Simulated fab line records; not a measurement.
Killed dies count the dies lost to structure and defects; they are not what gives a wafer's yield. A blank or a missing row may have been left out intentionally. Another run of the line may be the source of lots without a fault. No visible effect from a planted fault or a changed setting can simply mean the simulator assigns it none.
A lot that was struck, set against a sound lot ; flow sky130 ; 20 steps out of a route of 708
Sound: wafers L649.2, L649.3, L649.4. Struck: wafers L642.1, L642.4. (L642.5 of the same lot was not struck and is left out.) The cause comes at the end.
Per side, at each step with rows, come the tool, then ch with its chambers, and then its first start. Under that, the readings that differ: sound wafers ; struck wafers ; difference of the means ; sigmas: that difference in standard deviations of wafers without a fault.
alike: a reading whose means differ by less than 2 such deviations, as well as words and numbers matching on both sides. not compared: withheld readings; readings where some wafer has no value; bounds like >300 that might hide an equal value; numbers whose values overlap and for which the record gives no deviation.
Wherever a step has rows on one side only, a row that says differs or no value, or a row with sigmas, the two part there. Numbers that have no deviation but don't overlap get no sigmas and don't part them. Lack of a reading on every wafer of one side parts them only where that side has two or more wafers.

first, 1 step without rows for these wafers: SKY_SONOS_ONO_WET_ETCH_16 (etches SiO2 in dHF, target depth 14 nm, time 280 s).
SKY_SONOS_ONO_STRIP_17: strips in O2/N2.
  sound on plasmaAsher-04 ch 0,1, day 18 21:07; struck on plasmaAsher-02 ch 0,1, day 16 12:55
reading;sound;struck;difference;sigmas
n2FlowSccm (sccm);301.2 300.9 301.9;299.6 299.3;-1.9;-2
  alike: drypumpMotorCurrentA, o2FlowSccm, oesProductAu, stripTimeToEndpointS
  not compared: rfHoursCounterH
then, 3 steps without rows for these wafers: SKY_SONOS_ONO_WET_ETCH_18 (etches Si3N4 in H3PO4, target depth 15 nm, time 172 s); SKY_GATE_OXIDE_CLEAN_00 (cleans in SC1/SC2, time 150 s); SKY_GATE_OXIDE_OXIDATION_01 (stabilise 600 s, purge 300 s, target thk 10.268 nm).
SKY_GATE_OXIDE_THK_MEAS_02:
  sound on filmMetro-03 at day 18 23:07; struck on filmMetro-03 at day 16 15:50
  alike: GATE_OXIDE_OXIDATION_00_THK
then, 6 steps without rows for these wafers: SKY_GATE_OXIDE_DEHYDRATE_03 (time 60 s); SKY_GATE_OXIDE_HMDS_04 (prime time 60 s); SKY_GATE_OXIDE_COAT_05 (resist thk 1140 nm); SKY_GATE_OXIDE_SOFTBAKE_06 (time 60 s); SKY_GATE_OXIDE_EXPOSE_07 (exposes mask LVOM, target cd 600 nm); SKY_GATE_OXIDE_PEB_08.
SKY_GATE_OXIDE_DEVELOP_09: develop time 60 s.
  sound on lithoTrack-01 ch 0, day 20 05:28; struck on lithoTrack-03 ch 0, day 17 20:33
SKY_GATE_OXIDE_OVL_MEAS_10:
  sound on overlay-01 at day 20 05:37; struck on overlay-01 at day 17 20:42
reading;sound;struck;difference;sigmas
GATE_OXIDE_OVL (nm);0.2 -0.5 -0.7;- -;no value on the struck wafers;
then, 2 steps without rows for these wafers: SKY_GATE_OXIDE_IMPLANT_11; SKY_GATE_OXIDE_WET_ETCH_12 (etches SiO2 in dHF, target depth 16.8 nm, time 336 s).
SKY_GATE_OXIDE_STRIP_13: strips in O2/N2.
  sound on plasmaAsher-01 ch 0,1, day 20 05:54; struck on plasmaAsher-01 ch 1, day 17 20:59
  alike: drypumpMotorCurrentA, n2FlowSccm, o2FlowSccm, oesProductAu, stripTimeToEndpointS
  not compared: rfHoursCounterH
SKY_GATE_OXIDE_TW_MEAS_14:
  sound on filmMetro-01 at day 20 06:01; struck on filmMetro-01 at day 17 21:05
reading;sound;struck;difference;sigmas
GATE_OXIDE_TW;225.6 223.9 224.6;29.9 29.7;-194.9;-85
then, 1 step without rows for these wafers: SKY_GATE_OXIDE_CLEAN_15 (cleans in SC1/SC2, time 150 s).
-- a jump in the record: the struck wafers' starts before and after are 31 days apart (it breaks off in module GATE_OXIDE and resumes in module PAD_OPEN, where the first step shown is number 708 of the route) --
SKY_PAD_OPEN_PROBE_99:
  only the struck wafers here have rows in the record (prober-02, day 48 17:43); the sound ones have none

## WHERE THEY PART
Last at SKY_PAD_OPEN_PROBE_99 as far as this record goes, first at SKY_SONOS_ONO_STRIP_17.

WHY: what the simulator had put in
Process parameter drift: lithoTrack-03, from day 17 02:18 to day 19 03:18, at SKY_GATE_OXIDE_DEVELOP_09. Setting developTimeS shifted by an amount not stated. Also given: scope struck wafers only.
